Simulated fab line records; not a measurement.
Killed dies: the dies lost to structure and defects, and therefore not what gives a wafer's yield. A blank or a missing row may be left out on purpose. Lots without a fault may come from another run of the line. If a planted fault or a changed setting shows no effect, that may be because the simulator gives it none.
The tool behind it: which one? || flow sky130 || 6 lots, 18 wafers sampled, at 1 step of a route of 708

## WHAT THE GAUGES SHOWED, per wafer
SKY_NWELL_RS_MEAS_31: a four-point-probe measurement.
{"lot": "L937", "measured": "day 5 15:51", "on": "filmMetro-02", "PWDE_RS (ohm/sq)": "5264 5290 5289"}
{"lot": "L939", "measured": "day 6 00:56", "on": "filmMetro-01", "PWDE_RS (ohm/sq)": "5274 5270 5293"}
{"lot": "L944", "measured": "day 7 09:11", "on": "filmMetro-01", "PWDE_RS (ohm/sq)": "5290 5273 5305"}
{"lot": "L951", "measured": "day 9 02:43", "on": "filmMetro-02", "PWDE_RS (ohm/sq)": "5280 5276 5293"}
{"lot": "L953", "measured": "day 9 14:18", "on": "filmMetro-02", "PWDE_RS (ohm/sq)": "5271 5287 5283"}
{"lot": "L957", "measured": "day 10 16:52", "on": "filmMetro-02", "PWDE_RS (ohm/sq)": "5276 5267 5272"}

## TOOL THAT RAN EACH LOT (tool first, then ch and the chambers of the sampled wafers, then the start)
There is no process step in the record ahead of these readings.

## THE ANSWER, worked out from the rows above alone
Rule: the usual values come from the lots themselves. Put in order of their means at a reading, lots are off if they are a third of the lots or fewer, leave a main group of 4 or more, and stand apart from it by a gap of 3 or more times the standard deviation of the main group's means; of several such gaps the widest counts. If all means in a main group match to the digits the tables above print for the reading, that group is not used. A lot without any number at a reading at which 4 lots or more have one is off too. The other lots that the step has rows for count as sound.
No lot is off on any of the readings shown, so nothing can be concluded from this.

## WHAT HAD BEEN PUT IN BY THE SIMULATOR
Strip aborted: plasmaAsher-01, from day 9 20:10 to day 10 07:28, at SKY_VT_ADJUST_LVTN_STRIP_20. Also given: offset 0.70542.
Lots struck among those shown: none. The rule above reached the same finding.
